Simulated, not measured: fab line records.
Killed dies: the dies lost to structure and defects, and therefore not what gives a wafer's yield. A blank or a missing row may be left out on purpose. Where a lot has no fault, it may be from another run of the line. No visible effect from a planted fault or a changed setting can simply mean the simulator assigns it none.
Chamber matching    flow gf180mcu    GF_V5_CVD_02 on pecvd-02: 3 sister chambers
The step deposits SiO2 from TEOS, target thk 1450 nm, time 163.28 s. 18 wafers are shown with their chamber, then 9 later ones without.

EACH WAFER AND ITS CHAMBER
wafer   chamber  heater power w (W)
L148.2  2        613
L148.4  0        653
L148.5  2        516
L149.1  0        740
L149.4  1        535
L149.6  2        637
L151.2  0        722
L151.4  1        527
L151.6  0        803
L156.2  2        616
L156.5  1        544
L156.6  0        654
L158.2  1        581
L158.4  0        617
L158.5  1        650
L157.1  1        665
L157.3  2        647
L157.6  0        784

SIGNATURES (averages over the wafers above)
reading         chamber 0  chamber 1  chamber 2  scatter within a chamber
heater power w  710.43     583.67     605.80     62.9
Rule: for each reading, subtract the chamber's mean from the wafer's reading, divide by that reading's scatter and square the result; add these up over the readings and take the root, which gives the wafer's distance from the chamber. If the next closest chamber is less than 2 further off than the closest, the wafer can't be placed; otherwise it belongs to the closest. The scatter is the square root of a quotient: the sum, over the shown wafers, of each reading's squared deviation from its chamber's mean, divided by wafers minus chambers.

WAFERS WHOSE CHAMBER IS MISSING
wafer   heater power w (W)
L159.1  651
L159.3  741
L159.4  527
L160.1  743
L160.4  520
L160.5  635
L164.1  788
L164.2  643
L164.5  641

THE CHAMBER EACH PASSED THROUGH
wafer   from the rows above           in truth
L159.1  can't be placed: 2 or 0 or 1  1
L159.3  can't be placed: 0 or 2       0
L159.4  can't be placed: 1 or 2       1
L160.1  can't be placed: 0 or 2       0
L160.4  can't be placed: 1 or 2       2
L160.5  can't be placed: 2 or 1 or 0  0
L164.1  can't be placed: 0 or 2       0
L164.2  can't be placed: 2 or 1 or 0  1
L164.5  can't be placed: 2 or 1 or 0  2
0 of 9 placed correctly. Cannot be placed on the basis of these rows: 9; the candidates contain the true chamber in 9. Placed wrongly: 0.
